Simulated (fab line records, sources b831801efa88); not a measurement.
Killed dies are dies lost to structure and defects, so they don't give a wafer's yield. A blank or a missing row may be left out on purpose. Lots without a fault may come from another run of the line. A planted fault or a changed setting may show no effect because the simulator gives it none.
Which tool did it? | flow sky130 | 13 lots, 39 wafers sampled, at 4 steps of a route of 708

WHAT THE GAUGES READ, wafer by wafer
SKY_VIA4_BOW_MEAS_03. Usual: VIA4_BOW 78 um, standard deviation 7.6.
lot  | measured     | on            | VIA4_BOW (um) | flag
L970 | day 41 12:20 | film_metro-01 | 79 78 79      |
L972 | day 42 08:18 | film_metro-02 | 77 82 77      |
L973 | day 42 11:17 | film_metro-01 | 89 77 90      |
L974 | day 42 16:58 | film_metro-02 | 81 82 74      |
L975 | day 43 02:10 | film_metro-02 | 81 72 80      |
L978 | day 44 21:08 | film_metro-01 | 80 75 82      |
L979 | day 44 23:47 | film_metro-03 | 77 84 79      |
L980 | day 45 05:01 | film_metro-02 | 86 80 92      |
L982 | day 45 08:02 | film_metro-03 | 80 85 86      |
L984 | day 45 19:30 | film_metro-01 | 93 76 75      |
L987 | day 46 19:10 | film_metro-01 | 84 86 90      |
L989 | day 47 09:20 | film_metro-02 | 84 72 81      |
L990 | day 47 12:43 | film_metro-02 | 70 61 70      |

SKY_VIA4_OVL_MEAS_11. Usual: VIA4_OVL -0.2 nm, standard deviation 1.3.
lot  | measured     | on         | VIA4_OVL (nm)  | flag
L970 | day 42 11:10 | overlay-02 | -1.2 -1.7 0.6  |
L972 | day 43 07:03 | overlay-01 | 2.3 0.4 -0.4   |
L973 | day 43 09:39 | overlay-01 | -1.4 -0.2 -0.2 |
L974 | day 43 15:31 | overlay-01 | 1.2 0.7 -0.6   |
L975 | day 44 00:36 | overlay-02 | -0.6 -0.7 2.2  |
L978 | day 45 18:07 | overlay-01 | 1.5 -0.1 1.5   |
L979 | day 45 20:37 | overlay-02 | -0.3 -0.6 2.0  |
L980 | day 46 01:40 | overlay-01 | 2.3 0.2 0.0    |
L982 | day 46 04:25 | overlay-01 | -1.5 -1.8 -1.7 |
L984 | day 46 15:31 | overlay-02 | -0.9 -1.1 0.3  |
L987 | day 47 10:58 | overlay-01 | 0.1 -1.8 -1.5  |
L989 | day 47 23:40 | overlay-01 | 0.6 1.5 -1.7   |
L990 | day 48 05:43 | overlay-02 | -0.1 -1.9 -1.4 |

WHICH TOOL RAN EACH LOT (tool, then ch and the chambers of the sampled wafers, then the start)
lot  | SKY_LDD_HVP_STRIP_09                 | SKY_VIA3_SPUTTER_20
L970 | plasma_asher-02 ch 0,1, day 21 08:11 | pvd_sputter-04, day 39 08:39
L972 | plasma_asher-04 ch 0,1, day 22 09:01 | pvd_sputter-01, day 40 04:52
L973 | plasma_asher-03 ch 0,1, day 22 14:02 | pvd_sputter-04, day 40 09:49
L974 | plasma_asher-02 ch 0,1, day 22 19:56 | pvd_sputter-02, day 40 14:25
L975 | plasma_asher-04 ch 0, day 23 03:32   | pvd_sputter-02, day 41 00:14
L978 | plasma_asher-04 ch 0,1, day 25 15:50 | pvd_sputter-02, day 42 21:05
L979 | plasma_asher-02 ch 0,1, day 25 19:48 | pvd_sputter-04, day 43 00:46
L980 | plasma_asher-04 ch 0,1, day 26 04:43 | pvd_sputter-01, day 43 06:24
L982 | plasma_asher-02 ch 0,1, day 26 07:02 | pvd_sputter-02, day 43 09:37
L984 | plasma_asher-02 ch 0,1, day 26 23:32 | pvd_sputter-01, day 43 20:22
L987 | plasma_asher-02 ch 0,1, day 28 05:52 | pvd_sputter-01, day 44 22:25
L989 | plasma_asher-02 ch 0,1, day 28 08:49 | pvd_sputter-01, day 45 03:13
L990 | plasma_asher-02 ch 0,1, day 28 23:58 | pvd_sputter-02, day 45 11:32
- SKY_LDD_HVP_STRIP_09: strips in O2/N2.
- SKY_VIA3_SPUTTER_20: material TiN, target thk 20 nm, time 80 s.

WHAT THE TOOLS THEMSELVES READ (means of the sampled wafers that have a number; where no wafer has one, the mark that the record gives instead)
SKY_LDD_HVP_STRIP_09. Usual: drypump_motor_current_A 5.5 A, standard deviation 0.44; oes_product_au 0.409 a.u., standard deviation 0.0046; strip_time_to_endpoint_s 4.146 s, standard deviation 0.017.
lot  | tool            | drypump_motor_current_A (A) | oes_product_au (a.u.) | strip_time_to_endpoint_s (s) | flag
L970 | plasma_asher-02 | 5.6                         | 0.406                 | 4.149                        |
L972 | plasma_asher-04 | 5.4                         | 0.409                 | 4.111                        |
L973 | plasma_asher-03 | 5.3                         | 0.408                 | 4.149                        |
L974 | plasma_asher-02 | 5.6                         | 0.408                 | 4.145                        |
L975 | plasma_asher-04 | 6.3                         | 0.407                 | 4.164                        |
L978 | plasma_asher-04 | 5.4                         | 0.411                 | 4.122                        |
L979 | plasma_asher-02 | 5.6                         | 0.410                 | 4.148                        |
L980 | plasma_asher-04 | 5.8                         | 0.409                 | 4.142                        |
L982 | plasma_asher-02 | 5.5                         | 0.414                 | 4.144                        |
L984 | plasma_asher-02 | 5.5                         | 0.412                 | 4.153                        |
L987 | plasma_asher-02 | 5.5                         | 0.407                 | 4.156                        |
L989 | plasma_asher-02 | 5.5                         | 0.411                 | 4.162                        |
L990 | plasma_asher-02 | 5.5                         | 0.409                 | 4.157                        |

SKY_VIA3_SPUTTER_20. Usual: throttle_valve_pct 29.9 %, standard deviation 1.1.
lot  | tool           | throttle_valve_pct (%) | flag
L970 | pvd_sputter-04 | 30.4                   |
L972 | pvd_sputter-01 | 29.0                   |
L973 | pvd_sputter-04 | 29.9                   |
L974 | pvd_sputter-02 | 29.6                   |
L975 | pvd_sputter-02 | 31.1                   |
L978 | pvd_sputter-02 | 29.9                   |
L979 | pvd_sputter-04 | 30.0                   |
L980 | pvd_sputter-01 | 29.3                   |
L982 | pvd_sputter-02 | 30.3                   |
L984 | pvd_sputter-01 | 29.1                   |
L987 | pvd_sputter-01 | 29.3                   |
L989 | pvd_sputter-01 | 29.1                   |
L990 | pvd_sputter-02 | 29.2                   |

THE ANSWER, worked out from the rows above alone
Rule: a lot is off if the mean of its wafers that have a number lies more than 3 standard deviations from the usual mean. A lot without any number at a reading at which 4 lots or more have one is off too. The other lots that the step has rows for count as sound. The gauges are gone through in route order, then the tools' own readings, and for those a lot's mean is taken as printed above. The first step at which some lot is off is used, and at that step the reading that is off furthest; a lot without a number counts as furthest.
No lot is off at any reading shown: from this, nothing can be told.

WHAT THE SIMULATOR HAD PUT IN
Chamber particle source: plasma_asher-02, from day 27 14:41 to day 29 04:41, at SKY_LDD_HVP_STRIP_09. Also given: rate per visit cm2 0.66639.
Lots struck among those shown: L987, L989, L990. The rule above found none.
